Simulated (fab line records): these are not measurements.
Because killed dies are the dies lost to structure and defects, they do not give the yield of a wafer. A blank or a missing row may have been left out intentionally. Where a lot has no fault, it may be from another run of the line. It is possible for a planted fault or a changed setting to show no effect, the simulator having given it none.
fab line records	flow sky130
[record] lots = 24	wafers = 72	last_day = 50
route steps=708 shown FIELD_ISO@1 LOCAL_INTERCONNECT@399 METAL1@436 METAL2@484 PAD_OPEN@702
lots that met no fault: from a run of the same line without faults
start_h: the number of hours between the record's first day and the start of the first shown wafer of the lot	wait_h: hours since the lot's step before	" the same as in the row above	L1.1+2: a row that stands for several wafers	- no value, or no start was given	* or withheld: withheld	< > ~ a bound
route shown NAME@n: NAME is a module with steps in the file, n the number in the route of the first one	usual: mean and standard deviation over wafers with no fault	same: alike in all rows	chamber/n: place in a boat	sites: the reading at each site	_std_site: the values' standard deviation	_edge_site: the outer-site mean with the inner-site mean subtracted	radius_mm: for every site, how far away it sits from the centre of the wafer	mask NAME#n: copy n	behind: the most recent tool/chamber to have shaped the wafer	hold: what put the lot on hold/how long, in hours/how the hold closed	device: whichever transistor did not switch (one of n, p or np)	end of line: tests run on the same wafers once the route is complete	a step given without rows: its recipe and nothing more	killed: dies that structure and defects cost at the first sort, which is not the same as the wafer's yield	map: shows each die of a wafer: x if killed, . if not, _ if none is there
set.NAME: the setting that was run; set.NAME@STEP: the one run at that earlier step	model.NAME: the simulator's own value behind a step, which no gauge read
a sample of lots followed through the steps of the route, with each step as a table and each wafer as a row
services: a tool's chamber out of use, with start hour (start_h, from the record's first day; less than 0 if before it), hours out, and reason
[[steps]]
[step SKY_FIELD_ISO_BOW_MEAS_00]
[recipe] mode = bow
[usual] INCOMING_BOW = 1/6.5
lot.wafer	tool	chamber	start_h	wait_h	INCOMING_BOW[um]
L074.1	film_metro-03	-	10.00	-	0
L074.3	"	-	"	"	-2
L074.5	"	-	"	"	2
L075.1	film_metro-04	-	15.00	-	14
L075.2	"	-	"	"	-2
L075.6	"	-	"	"	-7
L076.2	film_metro-03	-	20.02	-	6
L076.5	"	-	"	"	7
L076.6	"	-	"	"	7
L077.1	film_metro-04	-	25.00	-	-10
L077.4	"	-	"	"	-8
L077.5	"	-	"	"	-3
L078.1	film_metro-04	-	30.00	-	10
L078.2	"	-	"	"	3
L078.3	"	-	"	"	-5
L079.2	film_metro-03	-	35.02	-	5
L079.5	"	-	"	"	1
L079.6	"	-	"	"	-1
L080.2	film_metro-02	-	40.02	-	0
L080.3	"	-	"	"	5
L080.5	"	-	"	"	-6
L081.1	film_metro-04	-	45.00	-	-2
L081.2	"	-	"	"	-2
L081.4	"	-	"	"	-3
L082.2	film_metro-02	-	50.02	-	-6
L082.3	"	-	"	"	-7
L082.5	"	-	"	"	15
L083.1	film_metro-03	-	55.00	-	4
L083.2	"	-	"	"	-5
L083.4	"	-	"	"	-3
L084.3	film_metro-04	-	60.04	-	4
L084.5	"	-	"	"	-3
L084.6	"	-	"	"	2
L085.1	film_metro-03	-	65.00	-	-2
L085.2	"	-	"	"	0
L085.3	"	-	"	"	6
L086.3	film_metro-04	-	70.04	-	3
L086.5	"	-	"	"	-6
L086.6	"	-	"	"	-3
L087.2	film_metro-02	-	75.02	-	-9
L087.3	"	-	"	"	12
L087.5	"	-	"	"	2
L088.2	film_metro-03	-	80.02	-	-14
L088.3	"	-	"	"	-2
L088.6	"	-	"	"	15
L089.2	film_metro-03	-	85.02	-	-5
L089.4	"	-	"	"	9
L089.5	"	-	"	"	0
L090.2	film_metro-04	-	90.02	-	0
L090.3	"	-	"	"	1
L090.5	"	-	"	"	-2
L091.1	film_metro-04	-	95.00	-	2
L091.2	"	-	"	"	2
L091.4	"	-	"	"	4
L092.1	film_metro-02	-	100.00	-	1
L092.3	"	-	"	"	-1
L092.5	"	-	"	"	1
L093.3	film_metro-04	-	105.04	-	0
L093.4	"	-	"	"	12
L093.5	"	-	"	"	12
L094.1	film_metro-03	-	110.00	-	7
L094.2	"	-	"	"	10
L094.5	"	-	"	"	12
L095.1	film_metro-04	-	115.00	-	5
L095.2	"	-	"	"	2
L095.3	"	-	"	"	-1
L096.3	film_metro-02	-	120.04	-	-12
L096.5	"	-	"	"	-2
L096.6	"	-	"	"	0
L097.2	film_metro-03	-	125.02	-	-6
L097.3	"	-	"	"	9
L097.6	"	-	"	"	21
[step SKY_FIELD_ISO_THK_MEAS_04]
[recipe] reads = Si3N4_of_FIELD_ISO_CVD_03
[usual] FIELD_ISO_CVD_03_THK = 165.1/1.9
lot.wafer	tool	chamber	start_h	wait_h	FIELD_ISO_CVD_03_THK[nm]
L074.1	film_metro-03	-	19.38	0.0	166.2
L074.3	"	-	"	"	165.6
L074.5	"	-	"	"	165.0
L075.1	film_metro-04	-	19.38	0.0	162.6
L075.2	"	-	"	"	163.9
L075.6	"	-	"	"	163.0
L077.1	film_metro-04	-	30.97	0.0	165.4
L077.4	"	-	"	"	167.1
L077.5	"	-	"	"	165.4
L076.2	film_metro-03	-	30.98	0.0	163.4
L076.5	"	-	"	"	162.7
L076.6	"	-	"	"	163.5
L078.1	film_metro-02	-	35.38	0.0	163.7
L078.2	"	-	"	"	163.5
L078.3	"	-	"	"	162.8
L079.2	film_metro-02	-	39.44	0.0	165.9
L079.5	"	-	"	"	165.6
L079.6	"	-	"	"	165.6
L080.2	film_metro-02	-	44.87	0.0	162.6
L080.3	"	-	"	"	164.6
L080.5	"	-	"	"	164.7
L081.1	film_metro-02	-	48.48	0.0	167.4
L081.2	"	-	"	"	169.6
L081.4	"	-	"	"	169.3
L082.2	film_metro-03	-	53.49	0.0	164.1
L082.3	"	-	"	"	163.2
L082.5	"	-	"	"	164.0
L083.1	film_metro-03	-	62.12	0.0	163.9
L083.2	"	-	"	"	164.8
L083.4	"	-	"	"	163.4
L084.3	film_metro-02	-	66.49	0.0	164.6
L084.5	"	-	"	"	165.0
L084.6	"	-	"	"	163.6
L085.1	film_metro-03	-	68.48	0.0	164.8
L085.2	"	-	"	"	166.9
L085.3	"	-	"	"	166.0
L086.3	film_metro-04	-	74.39	0.0	164.5
L086.5	"	-	"	"	165.7
L086.6	"	-	"	"	165.3
L087.2	film_metro-02	-	81.82	0.0	162.0
L087.3	"	-	"	"	164.1
L087.5	"	-	"	"	163.8
L088.2	film_metro-04	-	83.70	0.0	162.6
L088.3	"	-	"	"	163.1
L088.6	"	-	"	"	165.2
L089.2	film_metro-03	-	91.22	0.0	163.4
L089.4	"	-	"	"	165.9
L089.5	"	-	"	"	163.5
L090.2	film_metro-02	-	96.62	0.0	161.6
L090.3	"	-	"	"	164.0
L090.5	"	-	"	"	163.5
L091.1	film_metro-03	-	100.00	0.0	164.7
L091.2	"	-	"	"	162.5
L091.4	"	-	"	"	165.8
L092.1	film_metro-02	-	105.25	0.0	164.1
L092.3	"	-	"	"	163.7
L092.5	"	-	"	"	163.9
L093.3	film_metro-03	-	108.50	0.0	168.3
L093.4	"	-	"	"	167.4
L093.5	"	-	"	"	166.2
L094.1	film_metro-04	-	114.18	0.0	166.8
L094.2	"	-	"	"	167.0
L094.5	"	-	"	"	166.6
L095.1	film_metro-04	-	118.91	0.0	168.4
L095.2	"	-	"	"	169.0
L095.3	"	-	"	"	169.6
L096.3	film_metro-04	-	126.24	0.0	167.4
L096.5	"	-	"	"	167.3
L096.6	"	-	"	"	168.5
L097.2	film_metro-04	-	129.96	0.0	165.4
L097.3	"	-	"	"	165.5
L097.6	"	-	"	"	164.6
[step SKY_LOCAL_INTERCONNECT_OVL_MEAS_12]
[usual] LOCAL_INTERCONNECT_OVL = -2/5.3
lot.wafer	tool	chamber	start_h	wait_h	LOCAL_INTERCONNECT_OVL[nm]
L075.1	overlay-02	-	702.03	0.1	-7
L075.2	"	-	"	"	7
L075.6	"	-	"	"	2
L074.1	overlay-02	-	703.98	0.1	-2
L074.3	"	-	"	"	-1
L074.5	"	-	"	"	-4
L076.2	overlay-01	-	715.22	0.1	-3
L076.5	"	-	"	"	-8
L076.6	"	-	"	"	-1
L077.1	overlay-02	-	721.18	0.1	-1
L077.4	"	-	"	"	-4
L077.5	"	-	"	"	3
L078.1	overlay-01	-	736.18	0.1	3
L078.2	"	-	"	"	-3
L078.3	"	-	"	"	1
L079.2	overlay-02	-	744.07	0.1	5
L079.5	"	-	"	"	1
L079.6	"	-	"	"	4
L080.2	overlay-01	-	748.85	0.1	2
L080.3	"	-	"	"	-2
L080.5	"	-	"	"	5
L081.1	overlay-02	-	758.27	0.1	0
L081.2	"	-	"	"	-3
L081.4	"	-	"	"	-7
L082.2	overlay-02	-	762.60	0.1	1
L082.3	"	-	"	"	-7
L082.5	"	-	"	"	-10
L083.1	overlay-02	-	773.09	0.1	0
L083.2	"	-	"	"	2
L083.4	"	-	"	"	0
L084.3	overlay-02	-	784.59	0.1	-7
L084.5	"	-	"	"	-9
L084.6	"	-	"	"	-1
L085.1	overlay-01	-	792.38	0.1	-4
L085.2	"	-	"	"	-4
L085.3	"	-	"	"	-10
L086.3	overlay-02	-	794.94	0.1	-4
L086.5	"	-	"	"	-6
L086.6	"	-	"	"	-7
L087.2	overlay-01	-	805.80	0.1	-3
L087.3	"	-	"	"	2
L087.5	"	-	"	"	-4
L088.2	overlay-02	-	812.79	0.1	-3
L088.3	"	-	"	"	-6
L088.6	"	-	"	"	-1
L089.2	overlay-02	-	813.30	0.1	0
L089.4	"	-	"	"	4
L089.5	"	-	"	"	4
L090.2	overlay-01	-	825.34	0.1	-10
L090.3	"	-	"	"	-11
L090.5	"	-	"	"	-9
L091.1	overlay-02	-	831.43	0.1	1
L091.2	"	-	"	"	2
L091.4	"	-	"	"	3
L092.1	overlay-02	-	834.49	0.1	-11
L092.3	"	-	"	"	-12
L092.5	"	-	"	"	-6
L093.3	overlay-02	-	838.74	0.1	-10
L093.4	"	-	"	"	2
L093.5	"	-	"	"	-1
L094.1	overlay-02	-	862.02	0.1	-6
L094.2	"	-	"	"	5
L094.5	"	-	"	"	-6
L095.1	overlay-01	-	872.84	0.1	6
L095.2	"	-	"	"	4
L095.3	"	-	"	"	4
L097.2	overlay-02	-	881.14	0.1	0
L097.3	"	-	"	"	-4
L097.6	"	-	"	"	0
L096.3	overlay-01	-	890.73	0.1	4
L096.5	"	-	"	"	-1
L096.6	"	-	"	"	3
[step SKY_METAL1_SPUTTER_02]
[recipe] material = AlCu	target_thk_nm = 250	power_w = 10600	time_s = 13.3	chamber_pressure_pa = 0.4
[usual] throttle_valve_pct = 30.1/0.63
lot.wafer	tool	chamber	start_h	wait_h	throttle_valve_pct
L075.1	pvd_sputter-03	-	731.61	0.0	30.4
L075.2	"	-	"	"	29.7
L075.6	"	-	"	"	31.2
L074.1	pvd_sputter-02	-	734.00	0.0	28.9
L074.3	"	-	"	"	29.1
L074.5	"	-	"	"	29.3
L076.2	pvd_sputter-03	-	745.68	0.0	29.9
L076.5	"	-	"	"	31.2
L076.6	"	-	"	"	30.0
L077.1	pvd_sputter-03	-	751.07	0.0	30.0
L077.4	"	-	"	"	30.3
L077.5	"	-	"	"	30.1
L078.1	pvd_sputter-04	-	767.44	0.0	29.9
L078.2	"	-	"	"	30.4
L078.3	"	-	"	"	29.8
L079.2	pvd_sputter-03	-	773.13	0.0	31.0
L079.5	"	-	"	"	30.5
L079.6	"	-	"	"	29.5
L080.2	pvd_sputter-03	-	778.08	0.0	29.9
L080.3	"	-	"	"	30.2
L080.5	"	-	"	"	30.5
L081.1	pvd_sputter-03	-	787.64	0.0	30.4
L081.2	"	-	"	"	29.7
L081.4	"	-	"	"	29.9
L082.2	pvd_sputter-04	-	792.39	0.0	30.5
L082.3	"	-	"	"	30.0
L082.5	"	-	"	"	29.7
L083.1	pvd_sputter-02	-	802.44	0.0	29.2
L083.2	"	-	"	"	30.5
L083.4	"	-	"	"	29.0
L084.3	pvd_sputter-03	-	813.89	0.0	29.9
L084.5	"	-	"	"	31.3
L084.6	"	-	"	"	29.9
L085.1	pvd_sputter-02	-	822.03	0.0	29.9
L085.2	"	-	"	"	30.5
L085.3	"	-	"	"	29.0
L086.3	pvd_sputter-03	-	825.91	0.0	31.0
L086.5	"	-	"	"	31.3
L086.6	"	-	"	"	30.3
L087.2	pvd_sputter-04	-	833.85	0.0	30.2
L087.3	"	-	"	"	30.2
L087.5	"	-	"	"	29.9
L088.2	pvd_sputter-04	-	841.62	0.0	29.7
L088.3	"	-	"	"	30.8
L088.6	"	-	"	"	30.1
L089.2	pvd_sputter-03	-	842.00	0.0	31.2
L089.4	"	-	"	"	30.1
L089.5	"	-	"	"	30.0
L090.2	pvd_sputter-03	-	853.95	0.0	29.4
L090.3	"	-	"	"	31.0
L090.5	"	-	"	"	29.4
L091.1	pvd_sputter-03	-	859.77	0.0	29.5
L091.2	"	-	"	"	29.9
L091.4	"	-	"	"	30.2
L092.1	pvd_sputter-02	-	863.42	0.0	28.7
L092.3	"	-	"	"	30.6
L092.5	"	-	"	"	29.7
L093.3	pvd_sputter-03	-	867.38	0.0	30.0
L093.4	"	-	"	"	29.8
L093.5	"	-	"	"	31.2
L094.1	pvd_sputter-03	-	889.89	0.0	30.3
L094.2	"	-	"	"	29.6
L094.5	"	-	"	"	31.1
L095.1	pvd_sputter-03	-	901.94	0.0	31.1
L095.2	"	-	"	"	29.8
L095.3	"	-	"	"	30.5
L097.2	pvd_sputter-04	-	909.18	0.0	29.9
L097.3	"	-	"	"	30.3
L097.6	"	-	"	"	30.2
L096.3	pvd_sputter-03	-	919.28	0.0	30.4
L096.5	"	-	"	"	30.2
L096.6	"	-	"	"	29.4
[step SKY_METAL2_SPUTTER_01]
[recipe] material = TiN	target_thk_nm = 20	power_w = 6500	time_s = 16.7	chamber_pressure_pa = 0.4
[usual] throttle_valve_pct = 29.9/0.65
lot.wafer	tool	chamber	start_h	wait_h	throttle_valve_pct
L075.1	pvd_sputter-01	-	787.11	0.0	30.2
L075.2	"	-	"	"	30.0
L075.6	"	-	"	"	29.8
L074.1	pvd_sputter-03	-	790.94	0.0	31.1
L074.3	"	-	"	"	29.9
L074.5	"	-	"	"	29.7
L076.2	pvd_sputter-03	-	801.30	0.0	29.8
L076.5	"	-	"	"	29.3
L076.6	"	-	"	"	30.4
L077.1	pvd_sputter-02	-	807.65	0.0	30.6
L077.4	"	-	"	"	29.2
L077.5	"	-	"	"	29.2
L078.1	pvd_sputter-03	-	823.93	0.0	30.2
L078.2	"	-	"	"	31.4
L078.3	"	-	"	"	29.6
L079.2	pvd_sputter-02	-	828.30	0.0	29.6
L079.5	"	-	"	"	29.6
L079.6	"	-	"	"	28.8
L080.2	pvd_sputter-03	-	833.44	0.0	30.2
L080.3	"	-	"	"	31.1
L080.5	"	-	"	"	30.4
L081.1	pvd_sputter-03	-	843.27	0.0	31.4
L081.2	"	-	"	"	29.6
L081.4	"	-	"	"	30.1
L082.2	pvd_sputter-01	-	847.49	0.0	30.2
L082.3	"	-	"	"	30.1
L082.5	"	-	"	"	30.1
L083.1	pvd_sputter-02	-	857.76	0.0	29.1
L083.2	"	-	"	"	30.5
L083.4	"	-	"	"	30.4
L084.3	pvd_sputter-02	-	868.54	0.0	29.8
L084.5	"	-	"	"	30.5
L084.6	"	-	"	"	29.7
L085.1	pvd_sputter-02	-	877.01	0.0	29.0
L085.2	"	-	"	"	30.6
L085.3	"	-	"	"	28.9
L086.3	pvd_sputter-02	-	880.47	0.0	30.4
L086.5	"	-	"	"	29.0
L086.6	"	-	"	"	29.3
L087.2	pvd_sputter-01	-	888.42	0.0	29.8
L087.3	"	-	"	"	29.0
L087.5	"	-	"	"	29.6
L088.2	pvd_sputter-02	-	896.54	0.0	30.6
L088.3	"	-	"	"	29.1
L088.6	"	-	"	"	28.9
L089.2	pvd_sputter-03	-	896.85	0.0	30.1
L089.4	"	-	"	"	29.6
L089.5	"	-	"	"	30.4
L090.2	pvd_sputter-01	-	908.45	0.0	30.1
L090.3	"	-	"	"	29.8
L090.5	"	-	"	"	29.8
L091.1	pvd_sputter-02	-	914.34	0.0	29.1
L091.2	"	-	"	"	30.4
L091.4	"	-	"	"	29.1
L092.1	pvd_sputter-03	-	916.17	0.0	29.9
L092.3	"	-	"	"	31.2
L092.5	"	-	"	"	30.1
L093.3	pvd_sputter-03	-	921.25	0.0	29.9
L093.4	"	-	"	"	29.3
L093.5	"	-	"	"	30.0
L094.1	pvd_sputter-03	-	943.08	0.0	30.0
L094.2	"	-	"	"	29.9
L094.5	"	-	"	"	30.0
L095.1	pvd_sputter-03	-	954.97	0.0	29.3
L095.2	"	-	"	"	30.3
L095.3	"	-	"	"	30.1
L097.2	pvd_sputter-01	-	961.25	0.0	28.8
L097.3	"	-	"	"	30.0
L097.6	"	-	"	"	30.1
L096.3	pvd_sputter-02	-	971.05	0.0	29.1
L096.5	"	-	"	"	29.4
L096.6	"	-	"	"	30.4
[step SKY_PAD_OPEN_STRIP_08]
[recipe] chemistry = O2/N2	power_w = 1400	pressure_mtorr = 1500	platen_temp_c = withheld	overash_fraction = 0.7	o2_flow_sccm = 3000	n2_flow_sccm = 300
[usual] chamber_pressure_mTorr = 1499.8/1.2	drypump_motor_current_A = 5.79/0.23	oes_product_au = 0.663/0.0043	strip_time_to_endpoint_s = 37.09/0.1
lot.wafer	tool	chamber	start_h	wait_h	chamber_pressure_mTorr	drypump_motor_current_A	oes_product_au	rf_hours_counter_h	strip_time_to_endpoint_s
L075.1	plasma_asher-01	1	1069.85	0.1	1498.6	5.71	0.658	61	36.94
L075.2	"	0	"	"	1498.8	5.60	0.671	61	36.81
L075.6	"	1	"	"	1498.6	5.72	0.668	-	36.93
L074.1	plasma_asher-01	1	1070.98	0.1	1499.9	5.73	0.670	61	37.23
L074.3	"	0	"	"	1498.4	5.63	0.657	-	37.18
L074.5	"	0	"	"	1499.5	5.63	0.666	-	37.26
L076.2	plasma_asher-03	0	1080.75	0.1	1500.8	5.60	0.670	2	37.14
L076.5	"	0	"	"	1500.8	5.61	0.659	-	37.04
L076.6	"	1	"	"	1498.9	6.25	0.663	-	37.09
L077.1	plasma_asher-03	1	1082.78	0.1	1500.5	6.25	0.662	2	37.27
L077.4	"	0	"	"	1500.5	5.59	0.665	-	37.24
L077.5	"	0	"	"	1498.9	5.60	0.665	-	37.32
L078.1	plasma_asher-01	1	1099.30	0.1	1501.3	5.72	0.667	64	37.21
L078.2	"	0	"	"	1500.3	5.66	0.670	64	37.26
L078.3	"	1	"	"	1500.4	5.73	0.672	-	37.04
L079.2	plasma_asher-03	0	1100.92	0.1	1499.7	5.63	0.660	4	37.14
L079.5	"	0	"	"	1500.5	5.63	0.666	-	37.13
L079.6	"	1	"	"	1498.2	6.25	0.666	-	37.05
L080.2	plasma_asher-01	0	1101.58	0.1	1497.6	5.64	0.670	64	36.99
L080.3	"	0	"	"	1500.8	5.64	0.669	-	37.07
L080.5	"	1	"	"	1499.0	5.75	0.655	-	37.09
L081.1	plasma_asher-03	0	1112.07	0.1	1500.8	5.62	0.665	5	36.99
L081.2	"	1	"	"	1499.4	6.26	0.660	5	37.12
L081.4	"	1	"	"	1498.9	6.25	0.660	-	37.01
L082.2	plasma_asher-01	0	1116.42	0.1	1501.5	5.60	0.664	65	37.31
L082.3	"	1	"	"	1497.7	5.73	0.670	-	37.16
L082.5	"	1	"	"	1495.8	5.73	0.658	-	37.26
L083.1	plasma_asher-02	1	1123.65	0.1	1501.6	5.90	0.664	38	37.14
L083.2	"	0	"	"	1499.9	5.67	0.660	38	37.03
L083.4	"	1	"	"	1498.2	5.87	0.663	-	37.19
L084.3	plasma_asher-01	1	1132.71	0.1	1500.4	5.73	0.663	-	37.14
L084.5	"	1	"	"	1501.5	5.72	0.670	-	37.08
L084.6	"	0	"	"	1500.0	5.65	0.660	-	37.18
L085.1	plasma_asher-02	1	1139.82	0.1	1499.5	5.89	0.668	40	37.09
L085.2	"	0	"	"	1499.5	5.68	0.664	40	37.01
L085.3	"	0	"	"	1499.2	5.68	0.665	-	37.11
L086.3	plasma_asher-01	1	1143.48	0.1	1499.5	5.75	0.663	-	36.99
L086.5	"	0	"	"	1501.1	5.58	0.663	-	37.03
L086.6	"	1	"	"	1499.2	5.74	0.665	-	36.90
L087.2	plasma_asher-02	0	1145.53	0.1	1500.0	5.68	0.655	40	37.01
L087.3	"	0	"	"	1501.1	5.70	0.654	-	36.94
L087.5	"	1	"	"	1502.4	5.92	0.669	-	36.94
L088.2	plasma_asher-01	1	1152.83	0.1	1499.4	5.72	0.661	69	37.10
L088.3	"	1	"	"	1499.3	5.74	0.663	-	37.06
L088.6	"	0	"	"	1500.4	5.63	0.667	-	37.14
L089.2	plasma_asher-01	1	1153.12	0.1	1500.1	5.74	0.653	69	36.96
L089.4	"	1	"	"	1499.3	5.74	0.662	-	36.98
L089.5	"	1	"	"	1498.3	5.75	0.671	-	37.01
L090.2	plasma_asher-01	1	1159.68	0.1	1500.8	5.74	0.660	70	36.98
L090.3	"	1	"	"	1500.5	5.72	0.662	-	37.08
L090.5	"	1	"	"	1499.3	5.71	0.666	-	36.99
L091.1	plasma_asher-03	1	1162.43	0.1	1500.2	6.27	0.659	8	37.00
L091.2	"	0	"	"	1498.4	5.64	0.662	8	36.95
L091.4	"	1	"	"	1499.2	6.27	0.665	-	36.98
L092.1	plasma_asher-02	1	1166.33	0.1	1498.0	5.90	0.655	42	37.06
L092.3	"	0	"	"	1501.5	5.68	0.659	-	37.01
L092.5	"	0	"	"	1500.7	5.68	0.662	-	37.13
L093.3	plasma_asher-03	1	1168.85	0.1	1501.2	6.28	0.666	-	37.14
L093.4	"	0	"	"	1499.8	5.61	0.670	-	37.14
L093.5	"	0	"	"	1497.4	5.60	0.662	-	37.10
L094.1	plasma_asher-02	0	1181.70	0.1	1500.6	5.67	0.667	44	37.10
L094.2	"	1	"	"	1499.1	5.88	0.657	44	37.16
L094.5	"	0	"	"	1501.3	5.67	0.665	-	37.15
L095.1	plasma_asher-01	1	1191.85	0.1	1500.0	5.73	0.666	73	37.02
L095.2	"	0	"	"	1500.3	5.63	0.658	73	37.10
L095.3	"	1	"	"	1499.2	5.73	0.662	-	37.09
L097.2	plasma_asher-03	0	1196.35	0.1	1500.8	5.62	0.659	11	37.12
L097.3	"	0	"	"	1499.9	5.63	0.658	-	37.14
L097.6	"	0	"	"	1500.4	5.62	0.668	-	37.07
L096.3	plasma_asher-03	1	1200.89	0.1	1499.9	6.26	0.666	-	37.16
L096.5	"	1	"	"	1497.2	6.26	0.660	-	37.11
L096.6	"	0	"	"	1498.8	5.60	0.664	-	37.07
[[services]]
tool	chamber	start_h	hours	kind
pvd_sputter-04	-	733.54	5.0	repair
plasma_asher-02	-	733.75	9.0	pm
plasma_asher-01	-	797.23	1.4	repair
plasma_asher-01	-	868.92	4.0	repair
pvd_sputter-01	-	871.75	0.5	repair
plasma_asher-01	-	873.64	1.2	repair
plasma_asher-02	-	882.94	11.7	repair
pvd_sputter-03	-	887.45	2.3	repair
plasma_asher-02	-	892.36	1.6	repair
plasma_asher-01	-	901.61	2.8	pm
pvd_sputter-02	-	904.63	8.7	repair
pvd_sputter-01	-	916.74	1.0	repair
pvd_sputter-04	-	953.86	1.9	repair
plasma_asher-01	-	959.48	1.9	repair
pvd_sputter-01	-	967.71	0.5	repair
pvd_sputter-01	-	1003.53	1.0	repair
pvd_sputter-04	-	1006.84	6.4	repair
plasma_asher-03	-	1026.14	1.6	repair
plasma_asher-03	-	1027.72	2.8	pm
plasma_asher-03	-	1055.25	9.0	pm
plasma_asher-03	-	1059.56	2.2	repair
plasma_asher-03	-	1105.10	1.2	repair
plasma_asher-03	-	1119.48	19.4	repair
plasma_asher-01	-	1144.01	3.3	repair
[[key]]
fault none
